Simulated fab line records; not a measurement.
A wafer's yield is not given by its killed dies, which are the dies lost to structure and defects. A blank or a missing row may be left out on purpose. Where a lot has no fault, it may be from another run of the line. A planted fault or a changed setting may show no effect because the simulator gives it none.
What tool caused it?	flow sky130	21 wafers from 7 lots sampled at 4 of the route's 708 steps

== WHAT THE GAUGES READ, wafer by wafer ==
SKY_CAP2M_THK_MEAS_01.
lot	measured	on	CAP2M_CVD_00_THK (nm)
L986	day 39 23:56	film metro-02	15.27 15.52 15.29
L989	day 40 23:47	film metro-01	15.21 15.64 15.63
L101	day 44 12:26	film metro-01	15.42 15.52 15.63
L102	day 44 21:20	film metro-02	15.27 15.70 15.93
L105	day 45 11:31	film metro-01	15.43 15.66 15.62
L107	day 46 02:31	film metro-04	15.27 15.60 15.66

== TOOL THAT RAN EACH LOT (tool first, then ch and the chambers of the sampled wafers, then the start) ==
lot	SKY_METAL3_DESCUM_15	SKY_VIA3_STRIP_16	SKY_METAL4_SPUTTER_01
L986	rie metal-04 ch 0,1, day 38 20:21	plasma asher-03 ch 0,1, day 39 22:30	pvd sputter-01, day 39 23:47
L989	rie metal-01 ch 0,1, day 39 20:03	plasma asher-04 ch 0,1, day 40 22:21	pvd sputter-01, day 40 23:38
L996	rie metal-04 ch 0,1, day 41 20:37	plasma asher-01 ch 0,1, day 42 22:20	-
L101	rie metal-04 ch 0,1, day 43 10:42	plasma asher-03 ch 0,1, day 44 10:57	pvd sputter-03, day 44 12:16
L102	rie metal-04 ch 0,1, day 43 20:07	plasma asher-01 ch 0,1, day 44 19:52	pvd sputter-02, day 44 21:10
L105	rie metal-01 ch 0,1, day 44 10:19	plasma asher-03 ch 0,1, day 45 09:56	pvd sputter-02, day 45 11:20
L107	rie metal-01 ch 0,1, day 45 02:00	plasma asher-01 ch 0,1, day 46 01:04	pvd sputter-01, day 46 02:21
- SKY_METAL3_DESCUM_15: chemistry O2, time 8 s.
- SKY_VIA3_STRIP_16: strips in O2/N2.
- SKY_METAL4_SPUTTER_01: material TiN, target thk 20 nm, time 16.7 s.

== THE ANSWER, worked out from the rows above alone ==
Rule: the lots themselves supply what counts as usual. Put in order of their means at a reading, lots are off if they are a third of the lots or fewer, leave a main group of 4 or more, and stand apart from it by a gap of 3 or more times the standard deviation of the main group's means; of several such gaps the widest counts. Not used: any main group whose means are identical at the precision the tables above print for the reading. Also off: a lot with no number at a reading for which 4 or more lots have one. Any other lot the step has rows for is counted as sound.
No lot is off on any of the readings shown, so nothing can be concluded from this.

== WHAT THE SIMULATOR HAD INSERTED ==
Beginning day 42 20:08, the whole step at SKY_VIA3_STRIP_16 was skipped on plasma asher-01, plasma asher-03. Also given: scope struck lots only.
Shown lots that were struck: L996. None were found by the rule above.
